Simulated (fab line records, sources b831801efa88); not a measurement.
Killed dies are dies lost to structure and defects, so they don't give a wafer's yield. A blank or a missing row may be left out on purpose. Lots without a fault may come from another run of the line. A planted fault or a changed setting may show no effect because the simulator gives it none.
fab line records | flow sky130
record lots=6 wafers=18 last_day=50
route steps=708 shown VIA3@582 METAL4@598 CAP2M@603 PAD_OPEN@708
lots that met no fault: from a run of the same line without faults
start_h: hours from the record's first day to the start of the lot's first wafer shown | wait_h: hours since the lot's step before | " the same as in the row above | L1.1+2: a row that stands for several wafers | - no value, or no start given | * or withheld: withheld | < > ~ a bound
route shown NAME@n: a module of which the file shows steps, and the number in the route of the first | usual: mean/standard deviation of fault-free wafers | same: alike in all rows | chamber/n: place in a boat | sites: the reading at each site | _std_site: their standard deviation | _edge_site: outer sites' mean less inner sites' | radius_mm: how far each site lies from the wafer's centre | mask NAME#n: copy n | behind: the tool/chamber that last shaped the wafer | hold: why the lot was held/for how many hours/how that ended | device: the transistor (n, p or np) that didn't switch | end of line: the same wafers' tests at the end of the route | a step without rows: its recipe alone | killed: dies lost to structure and defects at the first sort, not the wafer's yield | map: a wafer's dies, x killed, . not, _ none there
set.NAME: the setting as run; set.NAME@STEP: as run at that earlier step | model.NAME: the simulator's own value behind a step, which no gauge read
lots at some steps of the route; a table a step, a row a wafer
services: from which hour (start_h, from the record's first day; less than 0 if before it) a tool's chamber was out of use, for how many hours, and why
## steps
# step SKY_VIA3_EXPOSE_09
# recipe mask_id=VIM3 na=0.8 source_shape=annular sigma_inner=0.55 sigma_outer=0.85 target_cd_nm=200 dose_mj=38
# step SKY_VIA3_PEB_10
# recipe peb_temp_c=withheld peb_time_s=withheld resist=KrF-thick
# step SKY_VIA3_DEVELOP_11
# recipe develop_time_s=60 resist=KrF-thick dev_temp_c=21
# step SKY_VIA3_CD_MEAS_12
# recipe target_cd_nm=200
# usual cd_nm=200.6/1.5
# columns lot.wafer tool chamber start_h wait_h cd_nm
L102.2 cd_sem-01 - 940.50 - 202.8
L102.3 " - " " 201.8
L102.6 " - " " 201.7
L104.2 cd_sem-01 - 960.05 - 197.3
L104.3 " - " " 198.5
L104.5 " - " " 198.4
L110.3 cd_sem-02 - 993.07 - 202.1
L110.4 " - " " 201.3
L110.6 " - " " 200.8
L117.1 cd_sem-02 - 1050.18 - 202.0
L117.4 " - " " 200.0
L117.6 " - " " 201.6
L121.2 cd_sem-01 - 1074.85 - 200.6
L121.3 " - " " 200.0
L121.6 " - " " 200.8
L124.2 cd_sem-01 - 1085.90 - 200.2
L124.3 " - " " 202.5
L124.6 " - " " 202.2
# step SKY_VIA3_OVL_MEAS_13
# usual VIA3_OVL=-5/5.3
# columns lot.wafer tool chamber start_h wait_h VIA3_OVL[nm]
L102.2 overlay-02 - 940.60 0.1 5
L102.3 " - " " 3
L102.6 " - " " 4
L104.2 overlay-01 - 960.15 0.1 -7
L104.3 " - " " -9
L104.5 " - " " -3
L110.3 overlay-02 - 993.16 0.1 -6
L110.4 " - " " -4
L110.6 " - " " 2
L117.1 overlay-02 - 1050.30 0.1 -13
L117.4 " - " " -9
L117.6 " - " " -14
L121.2 overlay-01 - 1074.95 0.1 2
L121.3 " - " " -7
L121.6 " - " " -7
L124.2 overlay-02 - 1086.00 0.1 -15
L124.3 " - " " -10
L124.6 " - " " -17
# step SKY_VIA3_ETCH_14
# recipe chemistry=N2/H2 target=BARC ion_energy_ev=200 source_w=500 bias_w=100 pressure_mtorr=30 n2_flow_sccm=100 h2_flow_sccm=200 stop_on=SiO2 time_s=45.9 target_depth_a=600
# step SKY_VIA3_ETCH_15
# recipe target=SiO2 chemistry=C4F8/O2/Ar target_depth_nm=507 stop_on=TiN mask_material=KrF-thick source_w=1500 bias_w=1200 pressure_mtorr=40 c4f8_flow_sccm=withheld O2_flow_sccm=6 Ar_flow_sccm=300 time_s=78
# usual bias_w=1200/3.5 oes_product_au=0.946/0.0048
# columns lot.wafer tool chamber start_h wait_h bias_w oes_product_au rf_hours_counter_h
L102.2 rie_diel-03 0 940.68 0.0 1198 0.953 21
L102.3 " 1 " " 1199 0.939 16
L102.6 " 0 " " 1203 0.957 -
L104.2 rie_diel-04 0 960.23 0.0 1203 0.943 10
L104.3 " 2 " " 1195 0.946 9
L104.5 " 1 " " 1199 0.944 -
L110.3 rie_diel-04 0 993.23 0.0 1202 0.948 11
L110.4 " 1 " " 1199 0.948 22
L110.6 " 1 " " 1202 0.943 -
L117.1 rie_diel-03 0 1050.38 0.0 1200 0.941 25
L117.4 " 3 " " 1197 0.947 15
L117.6 " 0 " " 1197 0.946 -
L121.2 rie_diel-04 3 1075.03 0.0 1200 0.951 12
L121.3 " 2 " " 1201 0.952 14
L121.6 " 3 " " 1206 0.950 -
L124.2 rie_diel-02 2 1086.08 0.0 1203 0.949 13
L124.3 " 3 " " 1200 0.947 12
L124.6 " 0 " " 1199 0.944 -
# step SKY_VIA3_STRIP_16
# recipe chemistry=O2/N2 power_w=1400 pressure_mtorr=1500 platen_temp_c=withheld o2_flow_sccm=3000 n2_flow_sccm=300 overash_fraction=0.5
# step SKY_VIA3_STRIP_17
# recipe chemistry=post_etch_residue_remover time_s=1200 temp_c=72.5
# step SKY_VIA3_CLEAN_18
# recipe chemistry=IPA time_s=180 temp_c=25
# step SKY_VIA3_CLEAN_19
# recipe chemistry=O3/DIW dry=n2_spin
# step SKY_VIA3_SPUTTER_20
# recipe material=TiN target_thk_nm=20 chamber_pressure_pa=5 power_w=4000 time_s=80
# step SKY_VIA3_CVD_21
# recipe material=W target_thk_nm=390 time_s=117.31 temp_c=400 pressure_torr=40
# usual heater_power_w=814/65 susceptor_temp_C=399.95/0.24
# columns lot.wafer tool chamber start_h wait_h heater_power_w susceptor_temp_C
L102.2 cvd_w-02 1 941.39 0.0 713 400.06
L102.3 " 0 " " 872 399.78
L102.6 " 0 " " 880 400.18
L104.2 cvd_w-01 1 960.97 0.0 867 399.92
L104.3 " 1 " " 825 399.40
L104.5 " 1 " " 837 400.09
L110.3 cvd_w-02 0 994.02 0.1 854 399.65
L110.4 " 1 " " 697 399.97
L110.6 " 0 " " 853 399.48
L117.1 cvd_w-02 1 1051.13 0.0 723 400.04
L117.4 " 1 " " 712 400.17
L117.6 " 1 " " 716 399.99
L121.2 cvd_w-02 1 1075.74 0.0 709 400.23
L121.3 " 1 " " 716 399.81
L121.6 " 0 " " 871 399.79
L124.2 cvd_w-01 0 1086.79 0.0 848 399.87
L124.3 " 1 " " 888 399.73
L124.6 " 1 " " 870 399.75
# step SKY_VIA3_RS_MEAS_22
# recipe thk_meas_gauge=four-point-probe reads=W_of_VIA3_CVD_21+TiN_of_VIA3_SPUTTER_20
# usual VIA3_W_RS=0.295/0.0037
# columns lot.wafer tool chamber start_h wait_h VIA3_W_RS[ohm/sq]
L102.2 film_metro-02 - 941.53 0.1 0.296
L102.3 " - " " 0.297
L102.6 " - " " 0.297
L104.2 film_metro-03 - 961.11 0.1 0.303
L104.3 " - " " 0.299
L104.5 " - " " 0.300
L110.3 film_metro-04 - 994.14 0.1 0.297
L110.4 " - " " 0.294
L110.6 " - " " 0.296
L117.1 film_metro-04 - 1051.26 0.1 0.300
L117.4 " - " " 0.300
L117.6 " - " " 0.300
L121.2 film_metro-03 - 1075.89 0.1 0.292
L121.3 " - " " 0.296
L121.6 " - " " 0.297
L124.2 film_metro-04 - 1086.93 0.1 0.287
L124.3 " - " " 0.297
L124.6 " - " " 0.296
# step SKY_VIA3_THK_MEAS_23
# recipe thk_meas_gauge=xrf reads=W_of_VIA3_CVD_21
# usual VIA3_W_THK=401/6.6
# columns lot.wafer tool chamber start_h wait_h VIA3_W_THK[nm]
L102.2 film_metro-02 - 941.64 0.1 401
L102.3 " - " " 402
L102.6 " - " " 399
L104.2 film_metro-03 - 961.22 0.1 387
L104.3 " - " " 391
L104.5 " - " " 388
L110.3 film_metro-04 - 994.24 0.1 401
L110.4 " - " " 404
L110.6 " - " " 403
L117.1 film_metro-04 - 1051.38 0.1 389
L117.4 " - " " 388
L117.6 " - " " 388
L121.2 film_metro-03 - 1076.00 0.1 400
L121.3 " - " " 396
L121.6 " - " " 394
L124.2 film_metro-04 - 1087.04 0.1 410
L124.3 " - " " 395
L124.6 " - " " 396
# step SKY_VIA3_CMP_24
# recipe stop_on=SiO2 t_overpolish_s=20 down_force_psi=3.5 platen_rpm=60 target_thk_nm=0 pad_velocity_m_s=0.94248
# usual motor_current_A=11.0/0.63 overpolish_run_s=20.000/0.0098 time_to_endpoint_s=95/4.6
# columns lot.wafer tool chamber start_h wait_h motor_current_A overpolish_run_s time_to_endpoint_s
L102.2 cmp-02 3 941.69 0.0 10.8 20.001 85
L102.3 " 2 " " 11.8 19.998 89
L102.6 " 3 " " 11.3 20.008 88
L104.3 cmp-01 0 961.27 0.0 11.5 19.996 95
L104.2 " 1 " " 10.1 19.990 89
L104.5 " 1 " " 9.7 19.987 92
L110.4 cmp-02 0 994.28 0.0 10.7 20.005 101
L110.3 " 1 " " 11.5 20.022 93
L110.6 " 1 " " 11.2 19.979 96
L117.1 cmp-01 2 1051.49 0.1 11.3 19.988 94
L117.4 " 3 " " 11.4 20.008 94
L117.6 " 1 " " 9.7 19.990 93
L121.3 cmp-01 2 1076.05 0.0 11.2 20.000 104
L121.2 " 0 " " 11.5 19.995 106
L121.6 " 3 " " 10.3 19.996 100
L124.2 cmp-02 2 1087.14 0.1 11.2 19.982 94
L124.3 " 3 " " 10.9 19.992 85
L124.6 " 1 " " 10.9 19.983 91
# step SKY_METAL4_SPUTTER_00
# recipe material=Ti target_thk_nm=15 power_w=3000 time_s=10 chamber_pressure_pa=0.4
# step SKY_METAL4_SPUTTER_01
# recipe material=TiN target_thk_nm=20 power_w=6500 time_s=16.7 chamber_pressure_pa=0.4
# usual throttle_valve_pct=29.8/1.3
# columns lot.wafer tool chamber start_h wait_h throttle_valve_pct
L102.2 pvd_sputter-01 - 942.01 0.0 28.5
L102.3 " - " " 30.1
L102.6 " - " " 32.4
L104.2 pvd_sputter-04 - 961.60 0.0 27.6
L104.3 " - " " 30.7
L104.5 " - " " 31.0
L110.3 pvd_sputter-02 - 994.60 0.0 29.3
L110.4 " - " " 31.3
L110.6 " - " " 27.3
L117.1 pvd_sputter-01 - 1051.76 0.0 28.1
L117.4 " - " " 29.9
L117.6 " - " " 30.4
L121.2 pvd_sputter-04 - 1076.37 0.0 27.7
L121.3 " - " " 30.0
L121.6 " - " " 29.0
L124.2 pvd_sputter-01 - 1087.41 0.0 30.1
L124.3 " - " " 28.3
L124.6 " - " " 30.2
# step SKY_METAL4_SPUTTER_02
# recipe material=AlCu target_thk_nm=735 power_w=10600 time_s=39.1 chamber_pressure_pa=0.4
# step SKY_METAL4_SPUTTER_03
# recipe material=Ti target_thk_nm=5 power_w=3000 time_s=3.3 chamber_pressure_pa=0.4
# step SKY_METAL4_SPUTTER_04
# recipe material=TiN target_thk_nm=70 power_w=6500 time_s=58.3 chamber_pressure_pa=0.4
# step SKY_CAP2M_CVD_00
# recipe material=SiO2 target_thk_nm=15.5 temp_c=400 time_s=withheld rf_w=450
# usual heater_power_w=721/110 susceptor_temp_C=400.01/0.22
# columns lot.wafer tool chamber start_h wait_h heater_power_w susceptor_temp_C
L102.2 pecvd-01 1 942.15 0.0 690 399.76
L102.3 " 2 " " 704 400.19
L102.6 " 1 " " 692 400.01
L104.2 pecvd-04 0 961.73 0.0 611 399.78
L104.3 " 2 " " 587 400.01
L104.5 " 1 " " 849 399.78
L110.3 pecvd-02 1 994.74 0.0 803 399.79
L110.4 " 1 " " 792 400.24
L110.6 " 2 " " 564 400.09
L117.1 pecvd-02 2 1051.89 0.0 597 399.92
L117.4 " 2 " " 570 399.90
L117.6 " 0 " " 849 399.91
L121.2 pecvd-02 2 1076.50 0.0 643 399.90
L121.3 " 1 " " 778 400.05
L121.6 " 2 " " 648 399.79
L124.2 pecvd-01 1 1087.55 0.0 732 399.84
L124.3 " 2 " " 596 399.78
L124.6 " 0 " " 716 399.91
# step SKY_CAP2M_THK_MEAS_01
# recipe reads=SiO2_of_CAP2M_CVD_00
# usual CAP2M_CVD_00_THK=15.52/0.26
# columns lot.wafer tool chamber start_h wait_h CAP2M_CVD_00_THK[nm]
L102.2 film_metro-03 - 942.18 - 15.42
L102.3 " - " " 15.39
L102.6 " - " " 15.70
L104.2 film_metro-02 - 961.76 - 15.21
L104.3 " - " " 15.62
L104.5 " - " " 15.66
L110.3 film_metro-01 - 994.78 - 15.19
L110.4 " - " " 15.55
L110.6 " - " " 15.63
L117.1 film_metro-03 - 1051.92 - 15.56
L117.4 " - " " 15.66
L117.6 " - " " 15.43
L121.2 film_metro-03 - 1076.53 - 15.62
L121.3 " - " " 15.02
L121.6 " - " " 15.79
L124.2 film_metro-01 - 1087.58 - 15.17
L124.3 " - " " 15.46
L124.6 " - " " 15.41
# step SKY_CAP2M_SPUTTER_02
# recipe material=TiN target_thk_nm=200 temp_c=300 power_w=6500 time_s=166.7 chamber_pressure_pa=0.4
# usual susceptor_temp_C=300.00/0.2 throttle_valve_pct=30.0/1.2
# columns lot.wafer tool chamber start_h wait_h susceptor_temp_C throttle_valve_pct
L102.2 pvd_sputter-03 - 942.23 0.0 300.27 29.9
L102.3 " - " " 300.04 30.1
L102.6 " - " " 299.92 29.8
L104.2 pvd_sputter-01 - 961.81 0.0 300.11 30.2
L104.3 " - " " 300.12 28.3
L104.5 " - " " 300.00 30.1
L110.3 pvd_sputter-03 - 994.82 0.0 300.12 29.3
L110.4 " - " " 300.04 30.1
L110.6 " - " " 300.25 30.4
L117.1 pvd_sputter-02 - 1051.98 0.1 299.88 30.9
L117.4 " - " " 299.78 29.7
L117.6 " - " " 300.22 29.7
L121.2 pvd_sputter-03 - 1076.58 0.0 300.17 29.2
L121.3 " - " " 299.49 30.2
L121.6 " - " " 299.85 28.9
L124.2 pvd_sputter-03 - 1087.63 0.0 300.03 30.3
L124.3 " - " " 299.50 28.9
L124.6 " - " " 300.07 29.9
# step SKY_CAP2M_RS_MEAS_03
# recipe thk_meas_gauge=four-point-probe reads=TiN_of_CAP2M_SPUTTER_02
# usual CAP2M_TIN_RS=6.90/0.093
# columns lot.wafer tool chamber start_h wait_h CAP2M_TIN_RS[ohm/sq]
L102.2 film_metro-01 - 942.36 0.1 6.71
L102.3 " - " " 6.68
L102.6 " - " " 6.74
L104.2 film_metro-01 - 961.94 0.1 6.80
L104.3 " - " " 6.86
L104.5 " - " " 6.75
L110.3 film_metro-02 - 994.97 0.1 6.97
L110.4 " - " " 6.92
L110.6 " - " " 6.93
L117.1 film_metro-03 - 1052.09 0.1 6.90
L117.4 " - " " 6.83
L117.6 " - " " 6.83
L121.2 film_metro-01 - 1076.71 0.1 6.86
L121.3 " - " " 6.80
L121.6 " - " " 6.85
L124.2 film_metro-03 - 1087.76 0.1 6.86
L124.3 " - " " 6.81
L124.6 " - " " 6.96
# step SKY_CAP2M_THK_MEAS_04
# recipe thk_meas_gauge=xrf reads=TiN_of_CAP2M_SPUTTER_02
# usual CAP2M_TIN_THK=197.9/2.8
# columns lot.wafer tool chamber start_h wait_h CAP2M_TIN_THK[nm]
L102.2 film_metro-01 - 942.47 0.1 203.2
L102.3 " - " " 203.9
L102.6 " - " " 203.0
L104.2 film_metro-01 - 962.05 0.1 202.5
L104.3 " - " " 199.3
L104.5 " - " " 202.2
L110.3 film_metro-02 - 995.07 0.1 195.9
L110.4 " - " " 197.6
L110.6 " - " " 198.6
L117.1 film_metro-03 - 1052.21 0.1 198.1
L117.4 " - " " 199.5
L117.6 " - " " 200.0
L121.2 film_metro-01 - 1076.82 0.1 199.5
L121.3 " - " " 200.6
L121.6 " - " " 200.8
L124.2 film_metro-03 - 1087.87 0.1 197.5
L124.3 " - " " 198.1
L124.6 " - " " 194.8
# step SKY_CAP2M_DEHYDRATE_05
# recipe temp_c=200 time_s=60
# step SKY_CAP2M_HMDS_06
# recipe prime_time_s=60 prime_temp_c=120
# step SKY_CAP2M_COAT_07
# recipe resist=NOVOLAK spin_rpm=3000 resist_thk_nm=1140
# step SKY_CAP2M_SOFTBAKE_08
# recipe temp_c=90 time_s=60 resist=NOVOLAK
# step SKY_CAP2M_EXPOSE_09
# recipe mask_id=CAP2M na=0.6 source_shape=conventional sigma_outer=0.6 polarization=unpolarized target_cd_nm=1000 dose_mj=159
# step SKY_CAP2M_PEB_10
# recipe temp_c=withheld time_s=* resist=NOVOLAK
# step SKY_CAP2M_DEVELOP_11
# recipe resist=NOVOLAK developer=TMAH develop_time_s=60 dev_temp_c=23
# step SKY_CAP2M_OVL_MEAS_12
# usual CAP2M_OVL=-2.1/1.4
# columns lot.wafer tool chamber start_h wait_h CAP2M_OVL[nm]
L102.2 overlay-02 - 966.41 0.1 -4.8
L102.3 " - " " -2.1
L102.6 " - " " -4.0
L104.2 overlay-02 - 985.76 0.1 -3.5
L104.3 " - " " -4.7
L104.5 " - " " -2.4
L110.3 overlay-01 - 1017.86 0.1 -1.6
L110.4 " - " " -1.3
L110.6 " - " " -0.2
L117.1 overlay-01 - 1073.51 0.1 -1.3
L117.4 " - " " -4.6
L117.6 " - " " -1.7
L121.2 overlay-01 - 1097.51 0.1 -3.1
L121.3 " - " " -2.1
L121.6 " - " " -4.3
L124.2 overlay-02 - 1108.08 0.1 -3.6
L124.3 " - " " -2.8
L124.6 " - " " -2.0
# step SKY_CAP2M_METAL_ETCH_13
# recipe target_depth_nm=220 stop_on=SiO2 chemistry=Cl2/BCl3 target=TiN pressure_mtorr=10 icp_w=900 bias_w=48.5 Cl2_flow_sccm=60 bcl3_flow_sccm=30 time_s=62.9
# step SKY_CAP2M_STRIP_14
# recipe chemistry=O2/N2 power_w=1400 pressure_mtorr=1500 platen_temp_c=withheld o2_flow_sccm=3000 n2_flow_sccm=300 overash_fraction=0.5
# step SKY_CAP2M_STRIP_15
# recipe chemistry=post_etch_residue_remover time_s=1200 temp_c=72.5
# step SKY_CAP2M_CLEAN_16
# recipe chemistry=IPA time_s=180 temp_c=25
# step SKY_CAP2M_CLEAN_17
# recipe chemistry=O3/DIW dry=n2_spin
# step SKY_METAL4_DEHYDRATE_05
# recipe temp_c=200 time_s=60
# step SKY_METAL4_HMDS_06
# recipe prime_time_s=60 prime_temp_c=120
# step SKY_METAL4_COAT_07
# recipe resist=BARC temp_c=withheld time_s=withheld spin_rpm=3000 resist_thk_nm=60
# step SKY_PAD_OPEN_PROBE_99
# usual defect_limited_yield=82.4/1.9 killed_at_M0_to_M3=43/6.7 killed_at_M4_up=3.1/1.9 killed_at_contacts=25/5 killed_at_front_end=15/4 killed_at_other=0.4/0.69 killed_dies=87/9.2 killed_on_rim=17/3.6 killed_open=46/7.1 killed_short=40/6.8 sort_bin_3_pad_short=0.9/0.48 sort_bin_5_function=10.3/1.5 sort_bin_6_memory=6.4/1.2 sort_n_pass=405/9.2 sort_yield_pct=82.4/1.9
# same gross_dies=492 killed_at_back_side=0 sort_bin_4_leakage[%]=0 sort_bin_8_speed[%]=0
# columns lot.wafer tool chamber start_h wait_h defect_limited_yield[%] killed_at_M0_to_M3 killed_at_M4_up killed_at_contacts killed_at_front_end killed_at_other killed_dies killed_on_rim killed_open killed_short sort_bin_3_pad_short[%] sort_bin_5_function[%] sort_bin_6_memory[%] sort_n_pass sort_yield_pct[%] model.etest.tester.sort_n_pass model.etest.tester.sort_yield_pct model.etest.tester.sort_bin_5_pct model.etest.tester.sort_bin_3_pct
L102.2 prober-02 - 1089.06 0.1 81.5 53 4 24 10 0 91 16 43 48 0.6 11.4 6.5 401 81.5 401 81.5 11.38 0.6098
L102.3 prober-02 - 1089.11 0.2 83.1 37 4 28 14 0 83 21 39 44 0.6 10.6 5.7 409 83.1 409 83.13 10.57 0.6098
L102.6 prober-02 - 1089.26 0.2 83.7 34 3 31 12 0 80 16 45 35 0.6 10.0 5.7 412 83.7 412 83.74 9.959 0.6098
L104.2 prober-01 - 1101.84 0.1 84.3 33 2 30 12 0 77 12 38 37 0.4 11.2 4.1 415 84.3 415 84.35 11.18 0.4065
L104.3 prober-01 - 1101.89 0.2 83.9 48 1 23 7 0 79 16 37 42 1.2 8.1 6.7 413 83.9 413 83.94 8.13 1.22
L104.5 prober-01 - 1101.99 0.2 82.5 47 2 22 15 0 86 18 39 47 0.8 9.3 7.3 406 82.5 406 82.52 9.35 0.813
L110.3 prober-02 - 1129.61 0.2 81.9 46 2 27 14 0 89 11 53 36 0.8 9.8 7.5 403 81.9 403 81.91 9.756 0.813
L110.4 prober-02 - 1129.66 0.2 83.5 47 3 21 10 0 81 16 48 32 1.4 10.4 4.7 411 83.5 411 83.54 10.37 1.423
L110.6 prober-02 - 1129.76 0.2 79.9 44 2 35 18 0 99 11 54 45 1.0 11.2 7.9 393 79.9 393 79.88 11.18 1.016
L117.1 prober-02 - 1177.07 0.1 76.2 82 3 24 7 1 117 27 37 47 2.2 14.4 7.1 375 76.2 375 76.22 14.43 2.236
L117.4 prober-02 - 1177.22 0.2 75.0 79 2 27 15 0 123 22 53 37 2.2 17.1 5.7 369 75.0 369 75 17.07 2.236
L117.6 prober-02 - 1177.32 0.2 81.7 66 0 15 8 1 90 26 27 31 3.3 10.6 4.5 402 81.7 402 81.71 10.57 3.252
L121.2 prober-01 - 1195.88 0.1 78.0 67 4 24 13 0 108 30 37 38 3.0 12.6 6.3 384 78.0 384 78.05 12.6 3.049
L121.3 prober-01 - 1195.93 0.2 75.8 74 3 28 14 0 119 29 39 43 2.2 15.2 6.7 373 75.8 373 75.81 15.24 2.236
L121.6 prober-01 - 1196.08 0.2 80.7 48 7 31 9 0 95 14 44 51 0.8 10.6 7.9 397 80.7 397 80.69 10.57 0.813
L124.2 prober-01 - 1204.66 0.1 84.6 33 1 24 17 1 76 15 41 35 0.6 10.6 4.3 416 84.6 416 84.55 10.57 0.6098
L124.3 prober-01 - 1204.71 0.2 83.7 38 3 25 14 0 80 16 45 35 0.2 10.6 5.5 412 83.7 412 83.74 10.57 0.2033
L124.6 prober-01 - 1204.86 0.2 80.7 43 7 30 15 0 95 14 46 49 0.2 12.2 6.9 397 80.7 397 80.69 12.2 0.2033
# killed by level:class
L102.2 VIA1:geometric_particle:open=12 VIA2:geometric_particle:short=8 METAL1:geometric_particle:short=7 CONTACT:geometric_particle:open=7 LI_CONTACT:geometric_particle:open=6 METAL2:geometric_particle:short=6 LOCAL_INTERCONNECT:geometric_particle:short=5 VIA1:geometric_particle:short=5
L102.3 CONTACT:geometric_particle:short=8 LI_CONTACT:geometric_particle:open=7 CONTACT:geometric_particle:open=6 VIA1:geometric_particle:short=6 VIA2:geometric_particle:open=6 LOCAL_INTERCONNECT:geometric_particle:short=5 FIELD_ISO:geometric_particle:short=4 POLY_GATE:geometric_particle:open=4
L102.6 VIA1:geometric_particle:open=13 LI_CONTACT:geometric_particle:short=9 CONTACT:geometric_particle:open=9 LI_CONTACT:geometric_particle:open=7 METAL1:geometric_particle:short=5 VIA1:geometric_particle:short=5 POLY_GATE:geometric_particle:short=4 FIELD_ISO:geometric_particle:open=3
L104.2 CONTACT:geometric_particle:open=10 LOCAL_INTERCONNECT:geometric_particle:short=8 LI_CONTACT:geometric_particle:open=7 METAL1:geometric_particle:short=5 VIA3:geometric_particle:open=4 METAL2:geometric_particle:short=4 VIA2:geometric_particle:open=4 FIELD_ISO:geometric_particle:short=3
L104.3 VIA1:geometric_particle:open=9 LI_CONTACT:geometric_particle:open=8 VIA2:geometric_particle:open=7 CONTACT:geometric_particle:short=6 METAL1:geometric_particle:short=6 VIA1:geometric_particle:short=6 VIA2:geometric_particle:short=5 CONTACT:geometric_particle:open=5
L104.5 CONTACT:geometric_particle:open=11 METAL1:geometric_particle:short=8 METAL2:geometric_particle:short=8 VIA1:geometric_particle:short=7 VIA2:geometric_particle:open=5 FIELD_ISO:geometric_particle:open=4 FIELD_ISO:geometric_particle:short=4 POLY_GATE:geometric_particle:short=4
L110.3 CONTACT:geometric_particle:open=14 VIA1:geometric_particle:open=13 METAL1:geometric_particle:short=9 VIA2:geometric_particle:open=7 LI_CONTACT:geometric_particle:open=5 VIA3:geometric_particle:short=5 LOCAL_INTERCONNECT:geometric_particle:short=4 VIA3:geometric_particle:open=4
L110.4 VIA1:geometric_particle:open=10 VIA2:geometric_particle:open=10 VIA1:geometric_particle:short=7 LI_CONTACT:geometric_particle:open=5 CONTACT:geometric_particle:short=5 POLY_GATE:geometric_particle:open=4 VIA3:geometric_particle:open=4 LOCAL_INTERCONNECT:geometric_particle:short=4
L110.6 CONTACT:geometric_particle:open=13 VIA1:geometric_particle:open=12 LOCAL_INTERCONNECT:geometric_particle:short=9 LI_CONTACT:geometric_particle:open=7 VIA1:geometric_particle:short=7 FIELD_ISO:geometric_particle:short=6 METAL1:geometric_particle:short=6 POLY_GATE:geometric_particle:open=5
L117.1 VIA3:unspecified=33 VIA3:geometric_particle:open=10 METAL2:geometric_particle:short=9 CONTACT:geometric_particle:open=8 METAL1:geometric_particle:short=7 VIA1:geometric_particle:open=6 LI_CONTACT:geometric_particle:open=5 METAL3:geometric_particle:short=5
L117.4 VIA3:unspecified=33 CONTACT:geometric_particle:open=11 VIA2:geometric_particle:open=9 LI_CONTACT:geometric_particle:open=7 VIA1:geometric_particle:open=7 VIA3:geometric_particle:open=7 METAL1:geometric_particle:short=6 CONTACT:geometric_particle:short=5
L117.6 VIA3:unspecified=32 VIA1:geometric_particle:open=8 VIA1:geometric_particle:short=6 VIA3:geometric_particle:open=6 METAL2:geometric_particle:short=4 POLY_GATE:geometric_particle:open=3 LI_CONTACT:geometric_particle:open=3 LI_CONTACT:geometric_particle:short=3
L121.2 VIA3:unspecified=33 CONTACT:geometric_particle:open=7 LI_CONTACT:geometric_particle:open=6 LOCAL_INTERCONNECT:geometric_particle:short=6 VIA1:geometric_particle:open=6 POLY_GATE:geometric_particle:open=5 VIA3:geometric_particle:short=5 METAL1:geometric_particle:short=4
L121.3 VIA3:unspecified=37 CONTACT:geometric_particle:open=10 VIA1:geometric_particle:open=10 LOCAL_INTERCONNECT:geometric_particle:short=8 METAL2:geometric_particle:short=8 POLY_GATE:geometric_particle:short=6 CONTACT:geometric_particle:short=4 METAL1:geometric_particle:short=4
L121.6 VIA1:geometric_particle:open=13 CONTACT:geometric_particle:open=9 METAL1:geometric_particle:short=9 CONTACT:geometric_particle:short=8 FIELD_ISO:geometric_particle:short=6 LI_CONTACT:geometric_particle:open=6 METAL2:geometric_particle:short=5 METAL4:geometric_particle:short=5
L124.2 CONTACT:geometric_particle:open=9 METAL1:geometric_particle:short=8 VIA1:geometric_particle:open=6 LOCAL_INTERCONNECT:geometric_particle:short=5 VIA2:geometric_particle:open=5 FIELD_ISO:geometric_particle:open=3 FIELD_ISO:geometric_particle:short=3 CONTACT:geometric_particle:short=3
L124.3 CONTACT:geometric_particle:open=9 LI_CONTACT:geometric_particle:open=7 VIA1:geometric_particle:open=7 VIA3:geometric_particle:open=7 FIELD_ISO:geometric_particle:short=6 VIA1:geometric_particle:short=5 VIA2:geometric_particle:open=5 METAL3:geometric_particle:short=5
L124.6 VIA1:geometric_particle:open=10 METAL2:geometric_particle:short=9 CONTACT:geometric_particle:short=8 LI_CONTACT:geometric_particle:open=8 VIA3:geometric_particle:open=7 CONTACT:geometric_particle:open=6 LOCAL_INTERCONNECT:geometric_particle:short=5 METAL4:geometric_particle:short=5
# map L117.4 (x killed, . not)
__________xx.x......_________
________xxxxxx..x....._______
______xxxxxxx...x......._____
_____xxxxxxxx............____
____xx.xxxxxx....x..xx....___
___..x.x......xx......x..x.__
__.....x...x...xx...x..x.xx._
_x.x.xxxx.......x.......xxxx.
_..........x.................
_......x.x.....x......x......
_.x.x...........xx.x......xx.
_.....xx.x...xx.xx..x......xx
_....x............x.x....x...
_.......x..x............x.x..
_.....x...x......x......x..x.
__............x.x........x.._
___...xxx.xxx...x......x...__
____.....xx.x.x....x.x....___
_____x....xx..x..........____
______......x..xx......._____
________.............._______
__________xx........_________
# map L121.3 (x killed, . not)
__________xxxx......_________
________xxxxxx.x..x..x_______
______xxxxxxx..........._____
_____xxxxxxx.xx....x.....____
____.xxxxxxxx.............___
___...xxxxx...........x....__
__.........................._
_x.....x.x.x...........x.xx..
_.....x..x....xx.xx...x.x.x..
_x....xx..........x..x....x.x
_..x....x....x..x..x...x..x..
_.x........x.xx.x............
_................x..x..x....x
_x..........x..x.....xx......
_...x.............xxx.......x
__.....x.xx............x...._
___.xx...x....x...x.x....x.__
____xx........x...x.......___
_____..........x........x____
______x..x.......x......_____
________.x.xx....x...._______
__________.x......x._________
## services
# columns tool chamber start_h hours kind
cmp-01 - 920.50 2.2 repair
cvd_w-01 1 932.95 12.8 repair
rie_diel-04 0 940.85 2.2 repair
cmp-02 - 946.64 2.4 repair
pvd_sputter-03 - 947.15 2.1 repair
pvd_sputter-04 - 949.69 1.8 repair
cmp-01 - 961.57 3.9 pm
rie_diel-04 - 963.37 0.9 repair
cmp-01 - 974.83 1.9 repair
pecvd-02 0 999.07 6.3 repair
cmp-01 - 1011.31 9.1 pm
cmp-02 - 1015.32 3.3 repair
rie_diel-04 - 1024.53 0.5 repair
cvd_w-02 - 1028.75 0.6 repair
cvd_w-02 0 1029.67 2.9 repair
cvd_w-02 - 1039.35 2.8 pm
rie_diel-04 3 1042.87 24.4 repair
pecvd-02 1 1045.89 6.5 repair
pecvd-02 1 1055.41 3.3 repair
rie_diel-04 0 1058.98 19.4 repair
cmp-02 - 1064.12 0.5 repair
rie_diel-04 2 1075.30 13.8 repair
cmp-01 - 1080.93 1.0 repair
cmp-01 - 1084.00 4.0 pm
## key
first_sign step=SKY_PAD_OPEN_PROBE_99 reading=killed_at_M0_to_M3 direction=up sigmas=4.5 usual=43 struck=74
effect step=SKY_PAD_OPEN_PROBE_99 reading=sort_bin_3_pad_short direction=up sigmas=3.5 usual=0.9 struck=2.6
model_effect step=SKY_PAD_OPEN_PROBE_99 value=etest.tester.sort_n_pass without=409.4 struck=380.6
met_at SKY_VIA3_CVD_21
struck_wafers L117.1,L117.4,L117.6,L121.2,L121.3
onset_between 994.02 1051.13
fault kind=chamber_particle_source tool=cvd_w-02 chamber=1 onset_h=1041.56 steps=SKY_VIA3_CVD_21 rate_per_visit_cm2=0.78291 end_h=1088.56
